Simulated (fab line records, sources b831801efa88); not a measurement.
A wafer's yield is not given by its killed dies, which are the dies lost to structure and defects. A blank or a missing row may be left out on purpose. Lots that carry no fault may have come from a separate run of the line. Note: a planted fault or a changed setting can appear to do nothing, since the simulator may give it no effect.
The tool behind it: which one?	flow gf180mcu	13 lots with 39 wafers sampled at 3 steps, on a route of 602 steps

== WHAT THE GAUGES READ, wafer by wafer ==
GF_SAB_CD_MEAS_09 targets a cd of 420 nm.
lot	measured	on	cd nm (nm)
L366	day 15 02:16	cd sem-01	419.8 419.5 421.0
L367	day 15 11:45	cd sem-01	418.2 421.3 420.7
L370	day 16 14:43	cd sem-02	419.2 418.4 420.0
L372	day 17 03:10	cd sem-02	421.8 421.4 419.9
L374	day 18 08:04	cd sem-02	420.8 420.3 419.1
L375	day 18 09:39	cd sem-01	420.6 422.5 420.7
L376	day 18 18:14	cd sem-01	419.8 423.2 421.3
L377	day 19 03:01	cd sem-02	419.7 419.5 417.4
L379	day 19 20:34	cd sem-01	425.1 424.7 425.9
L386	day 22 09:01	cd sem-02	422.1 422.4 422.4
L387	day 22 14:43	cd sem-01	419.8 419.2 422.1
L388	day 22 20:40	cd sem-01	418.3 416.0 419.2
L389	day 23 05:24	cd sem-02	416.9 416.2 416.2

GF_CONTACT_THK_MEAS_01.
lot	measured	on	CONTACT_CVD_00_THK (nm)
L366	day 15 03:36	film metro-01	300.5 298.5 300.1
L367	day 15 13:26	film metro-01	300.5 301.2 303.8
L370	day 16 15:58	film metro-04	301.2 300.3 299.8
L372	day 17 04:13	film metro-04	298.7 298.6 297.6
L374	day 18 09:21	film metro-02	302.9 304.4 301.0
L375	day 18 10:47	film metro-04	306.8 303.3 303.6
L376	day 18 19:28	film metro-04	301.1 302.9 300.7
L377	day 19 04:04	film metro-04	455.9 452.3 453.5
L379	day 19 21:38	film metro-01	448.6 451.3 445.3
L386	day 22 10:05	film metro-04	303.8 302.1 300.9
L387	day 22 15:47	film metro-01	299.5 299.4 296.2
L388	day 22 21:45	film metro-04	300.4 297.7 299.6
L389	day 23 06:28	film metro-02	305.0 300.4 301.9

== TOOL THAT RAN EACH LOT (tool first, then ch and the chambers of the sampled wafers, then the start) ==
lot	GF_CONTACT_CVD_00
L366	hdpcvd-02 ch 0,1,2, day 15 03:33
L367	hdpcvd-01 ch 0,1,2, day 15 13:23
L370	hdpcvd-02 ch 2, day 16 15:54
L372	hdpcvd-01 ch 1,2, day 17 04:09
L374	hdpcvd-02 ch 0,2, day 18 09:18
L375	hdpcvd-02 ch 0,1,2, day 18 10:43
L376	hdpcvd-01 ch 0,1, day 18 19:24
L377	hdpcvd-02 ch 0,1,2, day 19 04:02
L379	hdpcvd-02 ch 0,1, day 19 21:35
L386	hdpcvd-01 ch 0,1,2, day 22 10:02
L387	hdpcvd-02 ch 0,1, day 22 15:44
L388	hdpcvd-02 ch 0,1, day 22 21:41
L389	hdpcvd-01 ch 0,1, day 23 06:24
- GF_CONTACT_CVD_00: deposits SiO2, target thk 300 nm, time 50 s.

== WHAT THE TOOLS THEMSELVES READ (means of the sampled wafers that have a number; where no wafer has one, the mark that the record gives instead) ==
GF_CONTACT_CVD_00.
lot	tool	sih4 flow sccm (sccm)
L366	hdpcvd-02	60.09
L367	hdpcvd-01	60.01
L370	hdpcvd-02	60.06
L372	hdpcvd-01	59.89
L374	hdpcvd-02	60.04
L375	hdpcvd-02	60.10
L376	hdpcvd-01	60.15
L377	hdpcvd-02	90.06
L379	hdpcvd-02	90.04
L386	hdpcvd-01	59.96
L387	hdpcvd-02	59.98
L388	hdpcvd-02	59.92
L389	hdpcvd-01	59.87

== THE ANSWER, worked out from the rows above alone ==
Rule: usual is defined by the lots themselves. Put in order of their means at a reading, lots are off if they are a third of the lots or fewer, leave a main group of 4 or more, and stand apart from it by a gap of 3 or more times the standard deviation of the main group's means; of several such gaps the widest counts. A main group whose means are all the same, to the digits that the tables above print for the reading, isn't used. Also off: a lot with no number at a reading for which 4 or more lots have one. Where the step has rows for the other lots, those lots are counted as sound. Order of review: gauges by route order, followed by the tools' own readings, for which a lot's mean as printed above is used. At the first step where some lot is off, the reading lying furthest off is the one used; lots without a number count as furthest.
Off: L377, L379, at GF_CONTACT_THK_MEAS_01 (CONTACT_CVD_00_THK). Main group: mean 301.0 nm, sd 1.9.
If a tool, at a process step before that reading, ran all the lots that are off and no sound lot after the first of them, it fits. Not tried: the gauges at GF_CONTACT_THK_MEAS_01; whatever is off there is also off at GF_CONTACT_CVD_00, on other tools, and gauge error can't account for it. Of those tried, none fits.

== WHAT WAS PUT IN BY THE SIMULATOR ==
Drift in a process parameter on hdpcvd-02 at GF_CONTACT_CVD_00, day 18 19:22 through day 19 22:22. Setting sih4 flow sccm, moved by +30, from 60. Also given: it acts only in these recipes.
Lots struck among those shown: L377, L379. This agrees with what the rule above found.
